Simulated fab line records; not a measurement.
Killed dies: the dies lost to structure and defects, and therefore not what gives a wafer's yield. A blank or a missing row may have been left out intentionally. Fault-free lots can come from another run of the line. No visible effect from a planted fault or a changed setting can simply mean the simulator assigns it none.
Problem report, 8D (eight disciplines) form, completed by code -- flow gf180mcu -- the parts of the form that need people (team, actions taken, sign-off) are left out

1. WHAT WENT WRONG
oes product au at GF_V1_ETCH_17 reads a mean of 0.372 a.u. on 6 wafers of 2 lots; wafers without a fault read 0.856 a.u. with a standard deviation of 0.0043. That is -99 or more standard deviations from the usual mean.
The step: etches SiO2 in C4F8/O2/Ar, stops on TiN, target depth 630 nm.
The step gives no start for some of these wafers. The record holds 42 wafers of 14 lots with a number at this step. The rule behind "out" and "out of limits": a value lying over 4 standard deviations away from the usual mean. The other wafers with a number count as sound.

2. WHAT THIS IS AND IS NOT
question,is,is not
which readings at this step,oes product au,bias w
which lots,"L763, L764","L762, L769, L771, L772, L774, L775, L776, L778, L781, L782, L783, L784"
which wafers of those lots,all that have a number,-
read on which tools,rie diel-01,"rie diel-02, rie diel-03"

3. THE SUSPECTS, EACH WITH WHAT RULES IT OUT
Counting: a tool at a process step up to the reading stays a suspect if it ran every lot that is out and no sound lot after the first of them.
- rie diel-01 at GF_V1_ETCH_16 (etches BARC in N2/H2): ruled out as a lasting fault. Sound lots L772, L775, L781, L784 ran on it after its first lot that is out, L763 (day 18 22:47).
- rie diel-01 at GF_V1_ETCH_17 (etches SiO2 in C4F8/O2/Ar, stops on TiN, target depth 630 nm): ruled out as a lasting fault. Sound lots L772, L775, L781, L784 ran on it after its first lot that is out, L763 (day 18 22:55). Because GF_V1_ETCH_17 lacks a start for some lots, the hours and order of its lots are taken from GF_V1_STRIP_18.
Left after counting: nothing in the record.

4. THE CAUSE (what the simulator had put in)
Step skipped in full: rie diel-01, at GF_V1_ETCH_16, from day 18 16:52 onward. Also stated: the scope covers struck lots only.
Counting ruled it out, wrongly.

5. SEQUENCE OF EFFECTS, ordered by route
Each row: a reading whose mean over the struck wafers that have a number lies more than 3 standard deviations from the usual. Only readings whose record carries a usual standard deviation are examined. hours: median over the lots of the time between each lot's start at the first step of this table that gives one and its start at this step. sigmas: the change, counted in usual standard deviations.
hours,step,reading,usual,on struck wafers,change,sigmas
-,GF_V1_ETCH_17,oes product au,0.856 a.u.,0.372,-0.483,-99 or more
0,GF_V1_STRIP_18,oes product au,0.594 a.u.,0.610,+0.016,+3.0
Process steps it contains:
- GF_V1_ETCH_17: etches SiO2 in C4F8/O2/Ar, stops on TiN, target depth 630 nm.
- GF_V1_STRIP_18: strips in O2/N2.
Readings that are blank on the struck wafers while sound wafers have them: bias w at GF_V1_ETCH_16; chamber pressure mTorr at GF_V1_ETCH_16; drypump motor current A at GF_V1_ETCH_16; oes product au at GF_V1_ETCH_16; throttle valve pct at GF_V1_ETCH_16.

6. HOW IT WOULD HAVE BEEN CAUGHT EARLIER
At GF_V1_ETCH_16 the tool's readings are blank on the struck wafers, where sound wafers have them: an empty tool record is the first sign, and it was there at once.
